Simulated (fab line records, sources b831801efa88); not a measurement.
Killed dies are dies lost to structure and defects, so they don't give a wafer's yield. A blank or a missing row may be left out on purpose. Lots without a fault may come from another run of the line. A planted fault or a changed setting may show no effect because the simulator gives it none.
Chamber matching | flow gf180mcu | GF_V4_CMP_26 on cmp-02: 4 sister chambers
The step polishes, stops on SiO2, t overpolish 15 s, target thk 0 nm. 8 wafers are shown with their chamber, then 9 later ones without.

WAFERS WITH THEIR CHAMBER
wafer  | chamber | motor_current_A (A) | overpolish_run_s (s)
L074.5 | 3       | 10.9                | 15.005
L077.4 | 0       | 9.9                 | 14.999
L091.1 | 2       | 9.9                 | 14.987
L091.2 | 1       | 11.4                | 14.994
L091.4 | 0       | 9.5                 | 15.000
L093.1 | 2       | 10.5                | 14.998
L093.3 | 3       | 11.0                | 15.011
L093.6 | 1       | 11.7                | 15.000

WAFERS WITHOUT THEIR CHAMBER
wafer  | motor_current_A (A) | overpolish_run_s (s)
L094.2 | 10.1                | 14.998
L094.5 | 11.4                | 15.004
L094.6 | 10.4                | 14.985
L095.2 | 9.8                 | 15.013
L095.4 | 10.1                | 15.004
L095.6 | 10.1                | 15.012
L096.3 | 11.2                | 14.993
L096.4 | 10.5                | 15.000
L096.5 | 10.1                | 15.020

WHICH CHAMBER EACH WENT THROUGH
wafer  | from the rows above               | in truth
L094.2 | can't be placed: 2 or 0           | 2
L094.5 | can't be placed: 1 or 3           | 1
L094.6 | 2                                 | 2
L095.2 | can't be placed: 0 or 3 or 2      | 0
L095.4 | can't be placed: 0 or 2 or 3      | 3
L095.6 | can't be placed: 0 or 3 or 2      | 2
L096.3 | can't be placed: 1 or 3           | 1
L096.4 | can't be placed: 2 or 3 or 0 or 1 | 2
L096.5 | can't be placed: 3 or 0 or 2      | 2
Placed correctly: 1 of 9. Can't be placed from these rows: 8 (the true chamber is among the candidates in 8). Placed wrongly: 0.
How it was worked out, from the rows above alone: a wafer's distance from a chamber is the root of the sum, over the readings, of the square of ((its reading less the chamber's mean) divided by the reading's scatter). The wafer belongs to the nearest chamber; if the next one is less than 2 further off, it can't be placed. A chamber's mean is the mean of its shown wafers. The scatter: the root of (the sum of the squares of (reading less its chamber's mean) over the shown wafers, divided by (wafers less chambers)).
